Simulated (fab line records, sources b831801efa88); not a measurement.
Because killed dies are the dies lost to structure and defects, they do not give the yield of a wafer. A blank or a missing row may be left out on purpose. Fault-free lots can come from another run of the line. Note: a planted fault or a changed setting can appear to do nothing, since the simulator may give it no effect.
Struck lot and sound lot, side by side | flow sky130 | 15 steps out of a route of 708
Sound: the wafers L606.2, L606.3, L606.4. Wafers struck: L613.1, L613.5, L613.6. Last of all comes the cause.
Each step with rows lists, per side, the tool, then ch with its chambers, then its first start. Under that, the readings that differ: sound wafers | struck wafers | difference of the means | sigmas: that difference in standard deviations of wafers without a fault.
alike: words and numbers the same on both sides, and readings whose means are apart by under 2 such deviations; not compared: readings that were withheld, readings missing a value for some wafer, numbers with overlapping values and no deviation given by the record, and bounds like >300 which may hide the same value.
Wherever a step has rows on one side only, a row that says differs or no value, or a row with sigmas, the two part there. Numbers that don't overlap but have no deviation are shown without sigmas and don't part them. A reading missing from all wafers of one side parts the sides only when that side holds two or more wafers.

SKY_SD_N_OVL_MEAS_08:
  sound on overlay-01 at day 29 15:34; struck on overlay-02 at day 32 06:07
  alike: SD_N_OVL
then, 2 steps without rows for these wafers: SKY_SD_N_IMPLANT_09; SKY_SD_N_IMPLANT_10.
SKY_SD_N_STRIP_11: strips in O2/N2.
  sound on plasma asher-01 ch 0,1, day 29 15:53; struck on plasma asher-02 ch 0,1, day 32 06:26
  reading                      | sound             | struck            | difference | sigmas
  strip time to endpoint s (s) | 22.62 22.55 22.59 | 22.49 22.49 22.51 | -0.09      | -2
  alike: drypump motor current A, oes product au
  not compared: rf hours counter h
SKY_SD_N_TW_MEAS_12:
  sound on film metro-03 at day 29 16:00; struck on film metro-02 at day 32 06:32
  reading | sound          | struck         | difference | sigmas
  SD_N_TW | 3911 3909 3885 | 4064 4062 4074 | +165       | +3
then, 1 step without rows for these wafers: SKY_SD_N_CLEAN_13 (cleans in SC1/SC2, time 150 s).
SKY_SD_N_RTA_14: time 2 s.
  sound on rtp anneal-02 ch 0, day 29 16:07; struck on rtp anneal-02 ch 0, day 32 06:39
  alike: anneal temp c max, lamp power pct, wafer_temp_C_max
SKY_SD_N_RS_MEAS_16: measurement is done with a four-point probe.
  sound on film metro-04 at day 29 16:18; struck on film metro-03 at day 32 06:50
  alike: SD_N_RS
SKY_SD_N_RS_MEAS_17: measurement is done with a four-point probe.
  sound on film metro-04 at day 29 16:25; struck on film metro-03 at day 32 06:57
  alike: SD_P_RS
SKY_SD_N_RS_MEAS_18: measurement is done with a four-point probe.
  sound on film metro-04 at day 29 16:32; struck on film metro-03 at day 32 07:04
  alike: RES_XHIGH_RS
then, 1 step without rows for these wafers: SKY_SALICIDE_CLEAN_00 (cleans in HF-last, time 30 s).
SKY_LI_CONTACT_HDPCVD_00: deposits PSG, target thk 930 nm, time 155 s.
  sound on hdpcvd-01 ch 0,1, day 29 16:39; struck on hdpcvd-01 ch 0,1,2, day 32 07:12
  reading                                       | sound             | struck            | difference | sigmas
  sih4 flow sccm (sccm)                         | 59.85 59.64 60.09 | 71.98 71.78 72.12 | +12.10     | +61
  model.PSG_of_LI_CONTACT_HDPCVD_00.thk nm (nm) | 933.1 934.1 930.4 | 1135 1130 1117    | +195       |
SKY_LI_CONTACT_THK_MEAS_01:
  sound on film metro-02 at day 29 16:49; struck on film metro-04 at day 32 07:19
  reading                    | sound       | struck         | difference | sigmas
  LI_CONTACT_HDPCVD_THK (nm) | 933 934 930 | 1135 1130 1117 | +195       | +16
SKY_LI_CONTACT_CMP_02: polishes PSG.
  sound on cmp-02 ch 0,1,3, day 29 16:55; struck on cmp-01 ch 0,1,2, day 32 07:28
  reading                | sound          | struck         | difference | sigmas
  time to endpoint s (s) | 33.9 32.7 39.0 | 54.1 52.9 53.1 | +18.2      | +6
  alike: motor current A, platen rpm
SKY_LI_CONTACT_BOW_MEAS_03:
  sound on film metro-03 at day 29 17:11; struck on film metro-03 at day 32 07:40
  alike: LI_CONTACT_BOW

== WHERE THEY PART ==
At SKY_SD_N_STRIP_11 first; at SKY_LI_CONTACT_CMP_02 last (within this record only). Later steps at which nothing parts them and some readings are alike: SKY_LI_CONTACT_BOW_MEAS_03.

WHY: what the simulator had put in
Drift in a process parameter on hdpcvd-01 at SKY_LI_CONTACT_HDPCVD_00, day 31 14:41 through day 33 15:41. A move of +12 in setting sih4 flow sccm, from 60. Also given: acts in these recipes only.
